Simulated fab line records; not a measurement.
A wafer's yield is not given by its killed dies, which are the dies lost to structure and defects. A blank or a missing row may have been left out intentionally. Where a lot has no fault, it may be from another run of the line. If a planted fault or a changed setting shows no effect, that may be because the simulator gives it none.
Chamber matching ; flow gf180mcu ; 3 sister chambers for GF_PASSIVATION_CVD_00 on pecvd-02
The step deposits SiO2 from TEOS, target thk 1000 nm, time 111.95 s. 6 wafers are shown with their chamber, then 8 later ones without.

== WAFERS PAIRED WITH THEIR CHAMBERS ==
wafer;chamber;heater-power-w (W);susceptor-temp-C (C)
L816.2;1;685;400.01
L825.6;0;597;399.72
L826.2;2;741;399.98
L826.4;0;559;400.09
L826.6;2;768;400.30
L828.4;1;697;400.00

== WAFERS WITH NO CHAMBER GIVEN ==
wafer;heater-power-w (W);susceptor-temp-C (C)
L828.5;471;399.99
L828.6;661;399.86
L831.2;596;400.09
L831.4;484;399.85
L831.6;632;399.82
L832.2;607;400.26
L832.5;464;400.29
L832.6;624;399.91

== EACH ONE'S CHAMBER ==
wafer;from the rows above;in truth
L828.5;0;0
L828.6;1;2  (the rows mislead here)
L831.2;0;0
L831.4;0;0
L831.6;can't be placed: 0 or 1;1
L832.2;0;0
L832.5;0;0
L832.6;can't be placed: 0 or 1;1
5 of 8 placed correctly. These rows do not allow placing 2 (true chamber among the candidates in 2). Number placed wrongly: 1.
How it was worked out, from the rows above alone: a wafer's distance from a chamber is the root of the sum, over the readings, of the square of ((its reading less the chamber's mean) divided by the reading's scatter). If the next closest chamber is less than 2 further off than the closest, the wafer can't be placed; otherwise it belongs to the closest. A chamber's mean is the mean of its shown wafers. The scatter: take each reading less its chamber's mean, square it, sum over the shown wafers, divide by the number of wafers less the number of chambers, and take the root.
